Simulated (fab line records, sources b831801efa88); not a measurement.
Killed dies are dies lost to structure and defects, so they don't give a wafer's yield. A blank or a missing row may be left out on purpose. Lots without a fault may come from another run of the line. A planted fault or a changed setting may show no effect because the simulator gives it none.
fab line records | flow gf180mcu
record lots=6 wafers=18 last_day=33
route steps=602 shown V3@444 M4@456
lots that met no fault: from a run of the same line without faults
start_h: hours from the record's first day to the start of the lot's first wafer shown | wait_h: hours since the lot's step before | " the same as in the row above | L1.1+2: a row that stands for several wafers | - no value, or no start given | * or withheld: withheld | < > ~ a bound
route shown NAME@n: a module of which the file shows steps, and the number in the route of the first | usual: mean/standard deviation of fault-free wafers | same: alike in all rows | chamber/n: place in a boat | sites: the reading at each site | _std_site: their standard deviation | _edge_site: outer sites' mean less inner sites' | radius_mm: how far each site lies from the wafer's centre | mask NAME#n: copy n | behind: the tool/chamber that last shaped the wafer | hold: why the lot was held/for how many hours/how that ended | device: the transistor (n, p or np) that didn't switch | end of line: the same wafers' tests at the end of the route | a step without rows: its recipe alone | killed: dies lost to structure and defects at the first sort, not the wafer's yield | map: a wafer's dies, x killed, . not, _ none there
set.NAME: the setting as run; set.NAME@STEP: as run at that earlier step | model.NAME: the simulator's own value behind a step, which no gauge read
lots at some steps of the route; a table a step, a row a wafer
services: from which hour (start_h, from the record's first day; less than 0 if before it) a tool's chamber was out of use, for how many hours, and why
## steps
# step GF_V3_OVL_MEAS_15
# usual V3_OVL=2/5.1
# columns lot.wafer tool chamber start_h wait_h V3_OVL[nm]
L993.3 overlay-01 - 512.47 0.1 0
L993.4 " - " " 6
L993.5 " - " " 6
L100.1 overlay-01 - 577.49 0.1 -3
L100.5 " - " " 2
L100.6 " - " " 10
L103.1 overlay-02 - 607.99 0.1 5
L103.3 " - " " 7
L103.4 " - " " -3
L110.2 overlay-01 - 652.18 0.1 -3
L110.3 " - " " -5
L110.6 " - " " -6
L111.1 overlay-01 - 657.06 0.1 4
L111.2 " - " " 4
L111.4 " - " " -6
L112.1 overlay-02 - 661.21 0.1 0
L112.4 " - " " 9
L112.6 " - " " 6
# step GF_V3_ETCH_16
# recipe chemistry=N2/H2 target_depth_a=withheld overetch_a=withheld time_s=withheld target=BARC ion_energy_ev=200 source_w=500 bias_w=100 pressure_mtorr=30 n2_flow_sccm=100 h2_flow_sccm=200
# step GF_V3_ETCH_17
# recipe chemistry=C4F8/O2/Ar mask_material=KrF target=SiO2 stop_on=TiN source_w=1500 bias_w=1200 pressure_mtorr=40 c4f8_flow_sccm=withheld O2_flow_sccm=6 Ar_flow_sccm=300 time_s=withheld target_depth_a=6350
# usual oes_product_au=0.856/0.0051
# columns lot.wafer tool chamber start_h wait_h oes_product_au
L993.3 rie_diel-01 0 - - 0.861
L993.4 " 1 " " 0.845
L993.5 " 3 " " 0.854
L100.1 rie_diel-02 2 - - 0.850
L100.5 " 3 " " 0.857
L100.6 " 2 " " 0.853
L103.1 rie_diel-03 2 - - 0.866
L103.3 " 0 " " 0.849
L103.4 " 2 " " 0.859
L110.2 rie_diel-01 3 - - 0.859
L110.3 " 2 " " 0.859
L110.6 " 3 " " 0.853
L111.1 rie_diel-02 2 - - 0.856
L111.2 " 3 " " 0.856
L111.4 " 0 " " 0.854
L112.1 rie_diel-03 2 - - 0.848
L112.4 " 0 " " 0.859
L112.6 " 2 " " 0.847
# step GF_V3_STRIP_18
# recipe chemistry=O2/N2 power_w=1400 pressure_mtorr=1500 platen_temp_c=250 o2_flow_sccm=3000 n2_flow_sccm=300 overash_fraction=0.5
# step GF_V3_STRIP_19
# recipe chemistry=post_etch_residue_remover time_s=1200 temp_c=72.5
# step GF_V3_CLEAN_20
# recipe chemistry=DIW dry=n2_spin
# step GF_V3_SPUTTER_21
# recipe material=Ti target_thk_nm=15 chamber_pressure_pa=5 power_w=2500 substrate_temp_c=200 time_s=80.02
# usual cathode_dc_power_W=2500.0/0.45 chamber_pressure_pa=5.002/0.01 throttle_valve_pct=30.2/0.64
# columns lot.wafer tool chamber start_h wait_h cathode_dc_power_W chamber_pressure_pa throttle_valve_pct
L993.3 pvd_sputter-01 - 513.51 0.0 2500.2 4.990 30.0
L993.4 " - " " 2499.8 5.003 30.3
L993.5 " - " " 2499.8 5.000 30.2
L100.1 pvd_sputter-01 - 578.19 0.0 2499.6 5.003 30.5
L100.5 " - " " 2500.0 5.009 30.4
L100.6 " - " " 2500.0 5.008 29.8
L103.1 pvd_sputter-04 - 608.69 0.0 2500.5 5.008 30.8
L103.3 " - " " 2500.0 5.006 30.9
L103.4 " - " " 2499.5 5.012 32.0
L110.2 pvd_sputter-04 - 652.88 0.0 2500.6 5.009 30.7
L110.3 " - " " 2499.7 5.012 31.6
L110.6 " - " " 2499.3 5.006 30.6
L111.1 pvd_sputter-02 - 657.76 0.0 2500.4 5.007 29.6
L111.2 " - " " 2500.9 4.985 29.1
L111.4 " - " " 2501.2 5.004 30.2
L112.1 pvd_sputter-02 - 661.91 0.0 2499.7 4.990 29.4
L112.4 " - " " 2498.9 5.002 30.3
L112.6 " - " " 2500.1 5.000 29.5
# step GF_V3_SPUTTER_22
# recipe material=TiN target_thk_nm=10 chamber_pressure_pa=5 power_w=4000 time_s=40
# usual cathode_dc_power_W=4000.1/0.82 chamber_pressure_pa=5.001/0.0098 throttle_valve_pct=30.2/0.68
# columns lot.wafer tool chamber start_h wait_h cathode_dc_power_W chamber_pressure_pa throttle_valve_pct
L993.3 pvd_sputter-01 - 513.57 0.0 4001.0 5.006 29.8
L993.4 " - " " 3998.2 5.002 30.1
L993.5 " - " " 4002.0 5.001 30.4
L100.1 pvd_sputter-01 - 578.25 0.0 3999.7 4.980 30.3
L100.5 " - " " 4000.3 5.005 30.6
L100.6 " - " " 3999.8 4.997 29.9
L103.1 pvd_sputter-04 - 608.75 0.0 3999.6 4.994 30.6
L103.3 " - " " 3999.7 5.010 31.0
L103.4 " - " " 4000.0 4.999 31.9
L110.2 pvd_sputter-04 - 652.94 0.0 3999.4 4.994 30.7
L110.3 " - " " 3999.4 4.984 32.1
L110.6 " - " " 4000.7 4.988 31.0
L111.1 pvd_sputter-02 - 657.82 0.0 4000.1 4.989 29.4
L111.2 " - " " 4000.1 5.024 29.2
L111.4 " - " " 4000.2 5.012 30.1
L112.1 pvd_sputter-02 - 661.97 0.0 4000.1 5.008 29.5
L112.4 " - " " 4000.7 4.999 30.2
L112.6 " - " " 4000.6 4.998 29.4
# step GF_V3_CVD_23
# recipe material=W target_thk_nm=350 time_s=104.9 temp_c=400 pressure_torr=40
# usual heater_power_w=970/110 susceptor_temp_C=400.01/0.22
# columns lot.wafer tool chamber start_h wait_h heater_power_w susceptor_temp_C
L993.3 cvd_w-01 1 513.65 0.1 917 400.10
L993.4 " 0 " " 837 400.33
L993.5 " 1 " " 947 400.13
L100.1 cvd_w-01 1 578.29 0.0 936 400.03
L100.5 " 1 " " 930 400.15
L100.6 " 0 " " 841 400.26
L103.1 cvd_w-02 1 608.79 0.0 1125 399.86
L103.3 " 0 " " 952 400.16
L103.4 " 1 " " 1139 400.06
L110.2 cvd_w-01 1 652.98 0.0 957 400.17
L110.3 " 1 " " 951 400.51
L110.6 " 1 " " 929 400.01
L111.1 cvd_w-01 0 657.86 0.0 882 400.04
L111.2 " 1 " " 943 400.07
L111.4 " 0 " " 884 400.06
L112.1 cvd_w-01 1 662.01 0.0 923 400.26
L112.4 " 0 " " 869 399.81
L112.6 " 0 " " 875 400.10
# step GF_V3_RS_MEAS_24
# recipe thk_meas_gauge=four-point-probe reads=W_of_V3_CVD_23+TiN_of_V3_SPUTTER_22+Ti_of_V3_SPUTTER_21
# usual V3_W_RS=0.326/0.0045
# columns lot.wafer tool chamber start_h wait_h V3_W_RS[ohm/sq]
L993.3 film_metro-01 - 513.76 0.1 0.327
L993.4 " - " " 0.317
L993.5 " - " " 0.327
L100.1 film_metro-01 - 578.40 0.1 0.329
L100.5 " - " " 0.327
L100.6 " - " " 0.321
L103.1 film_metro-03 - 608.90 0.1 0.338
L103.3 " - " " 0.331
L103.4 " - " " 0.332
L110.2 film_metro-04 - 653.11 0.1 0.325
L110.3 " - " " 0.326
L110.6 " - " " 0.323
L111.1 film_metro-03 - 657.97 0.1 0.322
L111.2 " - " " 0.328
L111.4 " - " " 0.321
L112.1 film_metro-03 - 662.12 0.1 0.327
L112.4 " - " " 0.318
L112.6 " - " " 0.320
# step GF_V3_THK_MEAS_25
# recipe thk_meas_gauge=xrf reads=W_of_V3_CVD_23
# usual V3_W_THK=339/6.3
# columns lot.wafer tool chamber start_h wait_h V3_W_THK[nm]
L993.3 film_metro-01 - 513.86 0.1 334
L993.4 " - " " 345
L993.5 " - " " 336
L100.1 film_metro-01 - 578.52 0.1 337
L100.5 " - " " 337
L100.6 " - " " 346
L103.1 film_metro-03 - 609.02 0.1 333
L103.3 " - " " 339
L103.4 " - " " 337
L110.2 film_metro-04 - 653.22 0.1 342
L110.3 " - " " 343
L110.6 " - " " 347
L111.1 film_metro-03 - 658.09 0.1 348
L111.2 " - " " 344
L111.4 " - " " 348
L112.1 film_metro-03 - 662.24 0.1 343
L112.4 " - " " 351
L112.6 " - " " 352
# step GF_V3_CMP_26
# recipe stop_on=SiO2 down_force_psi=3.5 platen_rpm=60 t_overpolish_s=15 target_thk_nm=0 pad_velocity_m_s=0.94248
# usual motor_current_A=11.8/1.3 overpolish_run_s=15.000/0.0085 platen_rpm=60.00/0.036 time_to_endpoint_s=84/5.3
# columns lot.wafer tool chamber start_h wait_h motor_current_A overpolish_run_s platen_rpm time_to_endpoint_s
L993.4 cmp-01 2 514.01 0.1 10.4 15.000 60.01 82
L993.3 " 3 " " 14.0 15.003 60.00 94
L993.5 " 1 " " 10.6 14.993 59.99 96
L100.1 cmp-02 0 579.03 0.5 11.0 15.009 59.94 83
L100.6 " 2 " " 13.0 14.998 60.04 89
L100.5 " 3 " " 11.1 14.990 59.96 80
L103.1 cmp-01 3 609.13 0.1 15.0 14.997 59.98 82
L103.4 " 0 " " 11.2 15.002 60.03 83
L103.3 " 1 " " 10.7 15.007 59.99 87
L110.3 cmp-02 0 653.27 0.0 11.2 14.999 59.93 83
L110.2 " 3 " " 11.9 14.982 59.99 76
L110.6 " 0 " " 11.5 15.011 59.96 82
L111.2 cmp-02 3 658.15 0.0 11.4 15.001 59.95 76
L111.4 " 0 " " 11.3 15.006 60.05 85
L111.1 " 2 " " 12.9 14.996 59.99 83
L112.1 cmp-01 0 662.30 0.1 10.9 14.994 60.00 85
L112.4 " 2 " " 10.7 15.013 59.97 78
L112.6 " 1 " " 10.8 14.999 60.00 93
# step GF_M4_SPUTTER_00
# recipe material=Ti target_thk_nm=37.5 arriving_ion_energy_ev=80 substrate_temp_c=200 chamber_pressure_pa=2 power_w=4000 time_s=150
# usual cathode_dc_power_W=3999.8/0.75 chamber_pressure_pa=2.000/0.0038 throttle_valve_pct=30.5/0.77
# columns lot.wafer tool chamber start_h wait_h cathode_dc_power_W chamber_pressure_pa throttle_valve_pct
L993.3 pvd_sputter-04 - 514.22 0.1 3999.8 2.005 30.6
L993.4 " - " " 3999.5 1.999 32.0
L993.5 " - " " 4001.0 1.995 30.9
L100.1 pvd_sputter-01 - 579.23 0.1 4000.3 1.998 30.1
L100.5 " - " " 3999.3 2.004 29.7
L100.6 " - " " 3998.8 1.999 30.3
L103.1 pvd_sputter-04 - 609.38 0.2 4000.1 2.001 30.6
L103.3 " - " " 4000.1 1.999 32.1
L103.4 " - " " 4001.0 2.012 31.0
L110.2 pvd_sputter-01 - 653.57 0.1 - - -
L110.3 " - " " - - -
L110.6 " - " " - - -
L111.1 pvd_sputter-03 - 658.45 0.1 - - -
L111.2 " - " " - - -
L111.4 " - " " - - -
L112.1 pvd_sputter-04 - 662.60 0.2 3999.1 2.004 30.7
L112.4 " - " " 3998.8 2.003 30.9
L112.6 " - " " 4000.0 2.003 30.6
# step GF_M4_SPUTTER_01
# recipe material=TiN target_thk_nm=30 power_w=6500 time_s=25 chamber_pressure_pa=0.4
## services
# columns tool chamber start_h hours kind
rie_diel-02 1 498.52 2.5 repair
rie_diel-02 3 502.62 4.8 repair
cvd_w-01 1 520.93 1.8 repair
pvd_sputter-01 - 526.01 9.5 repair
cmp-02 - 527.60 2.9 repair
cmp-02 - 529.61 3.0 repair
cmp-01 - 535.98 4.0 repair
rie_diel-03 - 536.86 2.8 pm
cmp-01 - 540.07 2.2 repair
cmp-02 - 547.31 1.2 repair
cmp-01 - 548.49 3.3 pm
pvd_sputter-04 - 549.83 3.3 repair
cvd_w-01 - 557.71 0.4 repair
rie_diel-03 3 559.38 7.9 repair
rie_diel-03 0 568.65 5.3 repair
cmp-02 - 568.69 3.3 repair
cvd_w-01 - 570.83 1.1 repair
pvd_sputter-04 - 571.33 2.6 repair
cmp-01 - 577.85 4.0 pm
rie_diel-03 3 579.72 3.9 repair
pvd_sputter-01 - 597.20 0.5 repair
rie_diel-03 1 605.23 43.4 repair
pvd_sputter-02 - 640.35 9.7 repair
pvd_sputter-04 - 650.03 1.9 repair
## key
first_sign step=GF_M4_SPUTTER_00 reading=tool_record direction=missing
effect none on later readings
met_at GF_M4_SPUTTER_00
struck_wafers L110.2,L110.3,L110.6,L111.1,L111.2,L111.4
later_rows_left_out L110.2,L110.3,L110.6,L111.1,L111.2,L111.4
sort_left_out L110.2,L110.3,L110.6,L111.1,L111.2,L111.4
onset_between 579.23 653.57
fault kind=skipped_step_whole tool=pvd_sputter-01,pvd_sputter-03 chamber=- onset_h=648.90 steps=GF_M4_SPUTTER_00 scope=struck_lots_only
# sort_left_out: the simulated sort isn't trusted on such a fault, so these wafers' sort isn't shown, and their yield isn't known
# later_rows_left_out: the simulator's readings of these wafers behind a module that went badly wrong aren't trusted and aren't shown, but for the sort
